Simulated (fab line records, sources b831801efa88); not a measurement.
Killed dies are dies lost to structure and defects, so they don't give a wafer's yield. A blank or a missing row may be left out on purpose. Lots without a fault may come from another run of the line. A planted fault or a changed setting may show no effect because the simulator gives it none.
Which tool did it? | flow gf180mcu | 12 lots, 36 wafers sampled, at 5 steps of a route of 602

WHAT THE GAUGES READ, wafer by wafer
GF_M3_RS_MEAS_05: measures by four-point-probe. Usual: M3_ALCU_RS 0.0692 ohm/sq, standard deviation 0.00093.
lot  | measured     | on            | M3_ALCU_RS (ohm/sq)                       | flag
L725 | day 20 06:20 | film_metro-02 | 0.0690 0.0699 0.0708                      |
L726 | day 20 13:50 | film_metro-02 | 0.0691 0.0685 0.0683                      |
L730 | day 22 06:05 | film_metro-02 | 0.0690 0.0697 0.0691                      |
L732 | day 23 01:53 | film_metro-02 | 0.0697 0.0712 0.0705                      |
L734 | day 23 19:23 | film_metro-02 | 0.0701 0.0688 0.0690                      |
L735 | day 24 02:13 | film_metro-02 | 0.0692 0.0707 0.0701                      |
L736 | day 24 06:52 | film_metro-02 | 0.0698 0.0692 0.0704                      |
L739 | day 25 11:13 | film_metro-02 | 0.0688 0.0698 0.0689                      |
L740 | day 25 19:40 | film_metro-03 | 0.0678 0.0685 0.0677 0.0678 0.0685 0.0677 |
L741 | day 25 22:46 | film_metro-03 | 0.0691 0.0698 0.0691                      |
L744 | day 26 19:45 | film_metro-02 | 0.0709 0.0706 0.0715                      |
L747 | day 27 16:34 | film_metro-02 | 0.0708 0.0699 0.0691                      |

GF_M3_OVL_MEAS_15. Usual: M3_OVL -1 nm, standard deviation 6.2.
lot  | measured     | on         | M3_OVL (nm) | flag
L725 | day 21 05:53 | overlay-02 | 4 4 3       |
L726 | day 21 13:50 | overlay-02 | 3 4 6       |
L730 | day 23 04:38 | overlay-01 | -8 -9 -10   |
L732 | day 24 00:26 | overlay-02 | -4 1 -7     |
L734 | day 24 17:29 | overlay-02 | 0 4 7       |
L735 | day 25 00:17 | overlay-02 | 9 9 10      |
L736 | day 25 04:49 | overlay-01 | -6 -6 -1    |
L739 | day 26 07:59 | overlay-02 | 3 4 2       |
L740 | day 26 16:19 | overlay-01 | 0 0 -2      |
L741 | day 26 19:14 | overlay-01 | -10 -9 -1   |
L744 | day 27 15:25 | overlay-01 | 2 -3 5      |
L747 | day 28 11:47 | overlay-02 | 5 6 -3      |

WHICH TOOL RAN EACH LOT (tool, then ch and the chambers of the sampled wafers, then the start)
lot  | GF_V2_ETCH_16                      | GF_V2_SPUTTER_22             | GF_M3_SPUTTER_01
L725 | rie_diel-02 ch 0,3, day 20 04:43   | pvd_sputter-01, day 20 05:28 | pvd_sputter-02, day 20 06:11
L726 | rie_diel-02 ch 0,1,3, day 20 12:16 | pvd_sputter-01, day 20 12:59 | pvd_sputter-04, day 20 13:43
L730 | rie_diel-04 ch 0,2,3, day 22 04:04 | pvd_sputter-04, day 22 05:13 | pvd_sputter-03, day 22 05:57
L732 | rie_diel-01 ch 0,2, day 23 00:18   | pvd_sputter-01, day 23 01:02 | pvd_sputter-02, day 23 01:46
L734 | rie_diel-01 ch 2,3, day 23 17:47   | pvd_sputter-02, day 23 18:31 | pvd_sputter-03, day 23 19:16
L735 | rie_diel-02 ch 0,1,2, day 24 00:38 | pvd_sputter-01, day 24 01:22 | pvd_sputter-03, day 24 02:06
L736 | rie_diel-04 ch 0,2,3, day 24 05:14 | pvd_sputter-02, day 24 05:58 | pvd_sputter-03, day 24 06:42
L739 | rie_diel-02 ch 0,3, day 25 09:37   | pvd_sputter-04, day 25 10:20 | pvd_sputter-03, day 25 11:04
L740 | rie_diel-02 ch 1,2,3, day 25 18:02 | pvd_sputter-01, day 25 18:49 | pvd_sputter-04, day 25 19:33
L741 | rie_diel-01 ch 0,2, day 25 21:09   | pvd_sputter-04, day 25 21:53 | pvd_sputter-03, day 25 22:37
L744 | rie_diel-02 ch 0,2,3, day 26 18:08 | pvd_sputter-04, day 26 18:54 | pvd_sputter-02, day 26 19:38
L747 | rie_diel-04 ch 1,2, day 27 14:55   | pvd_sputter-04, day 27 15:40 | pvd_sputter-03, day 27 16:24
- GF_V2_ETCH_16: etches BARC in N2/H2.
- GF_V2_SPUTTER_22: material TiN, target thk 10 nm, time 40 s.
- GF_M3_SPUTTER_01: material TiN, target thk 30 nm, time 25 s.

WHAT THE TOOLS THEMSELVES READ (means of the sampled wafers that have a number; where no wafer has one, the mark that the record gives instead)
GF_V2_ETCH_16. Usual: drypump_motor_current_A 5.34 A, standard deviation 0.27; oes_product_au 0.855 a.u., standard deviation 0.0042; throttle_valve_pct 13.225 %, standard deviation 0.0089.
lot  | tool        | drypump_motor_current_A (A) | oes_product_au (a.u.) | throttle_valve_pct (%) | flag
L725 | rie_diel-02 | 5.43                        | 0.852                 | 13.226                 |
L726 | rie_diel-02 | 5.59                        | 0.856                 | 13.233                 |
L730 | rie_diel-04 | 5.25                        | 0.853                 | 13.221                 |
L732 | rie_diel-01 | 5.26                        | 0.857                 | 13.233                 |
L734 | rie_diel-01 | 5.19                        | 0.854                 | 13.233                 |
L735 | rie_diel-02 | 5.45                        | 0.853                 | 13.225                 |
L736 | rie_diel-04 | 5.24                        | 0.857                 | 13.229                 |
L739 | rie_diel-02 | 5.38                        | 0.854                 | 13.231                 |
L740 | rie_diel-02 | 5.41                        | 0.852                 | 13.223                 |
L741 | rie_diel-01 | 5.23                        | 0.856                 | 13.229                 |
L744 | rie_diel-02 | 5.27                        | 0.855                 | 13.227                 |
L747 | rie_diel-04 | 5.48                        | 0.854                 | 13.223                 |

GF_V2_SPUTTER_22. Usual: cathode_dc_power_W 4000.0 W, standard deviation 0.73; throttle_valve_pct 29.7 %, standard deviation 1.1.
lot  | tool           | cathode_dc_power_W (W) | throttle_valve_pct (%) | flag
L725 | pvd_sputter-01 | 3999.8                 | 29.3                   |
L726 | pvd_sputter-01 | 3999.6                 | 29.7                   |
L730 | pvd_sputter-04 | 4000.6                 | 30.2                   |
L732 | pvd_sputter-01 | 4001.0                 | 30.0                   |
L734 | pvd_sputter-02 | 3999.6                 | 29.2                   |
L735 | pvd_sputter-01 | 3999.6                 | 29.5                   |
L736 | pvd_sputter-02 | 3999.8                 | 29.5                   |
L739 | pvd_sputter-04 | 3999.7                 | 31.1                   |
L740 | pvd_sputter-01 | 4001.0                 | 29.5                   |
L741 | pvd_sputter-04 | 3999.6                 | 29.2                   |
L744 | pvd_sputter-04 | 4000.3                 | 30.0                   |
L747 | pvd_sputter-04 | 3999.9                 | 31.2                   |

GF_M3_SPUTTER_01. Usual: cathode_dc_power_W 6500.0 W, standard deviation 1.2; throttle_valve_pct 29.9 %, standard deviation 1.1.
lot  | tool           | cathode_dc_power_W (W) | throttle_valve_pct (%) | flag
L725 | pvd_sputter-02 | 6499.0                 | 29.5                   |
L726 | pvd_sputter-04 | 6501.1                 | 30.8                   |
L730 | pvd_sputter-03 | 6499.9                 | 30.8                   |
L732 | pvd_sputter-02 | 6500.0                 | 28.4                   |
L734 | pvd_sputter-03 | 6500.2                 | 30.1                   |
L735 | pvd_sputter-03 | 6500.0                 | 30.5                   |
L736 | pvd_sputter-03 | 6499.1                 | 30.1                   |
L739 | pvd_sputter-03 | 6499.2                 | 29.8                   |
L740 | pvd_sputter-04 | 6499.7                 | 30.1                   |
L741 | pvd_sputter-03 | 6500.3                 | 30.6                   |
L744 | pvd_sputter-02 | 6499.7                 | 28.4                   |
L747 | pvd_sputter-03 | 6500.1                 | 30.7                   |

THE ANSWER, worked out from the rows above alone
Rule: a lot is off if the mean of its wafers that have a number lies more than 3 standard deviations from the usual mean. A lot without any number at a reading at which 4 lots or more have one is off too. The other lots that the step has rows for count as sound. The gauges are gone through in route order, then the tools' own readings, and for those a lot's mean is taken as printed above. The first step at which some lot is off is used, and at that step the reading that is off furthest; a lot without a number counts as furthest.
No lot is off at any reading shown: from this, nothing can be told.

WHAT THE SIMULATOR HAD PUT IN
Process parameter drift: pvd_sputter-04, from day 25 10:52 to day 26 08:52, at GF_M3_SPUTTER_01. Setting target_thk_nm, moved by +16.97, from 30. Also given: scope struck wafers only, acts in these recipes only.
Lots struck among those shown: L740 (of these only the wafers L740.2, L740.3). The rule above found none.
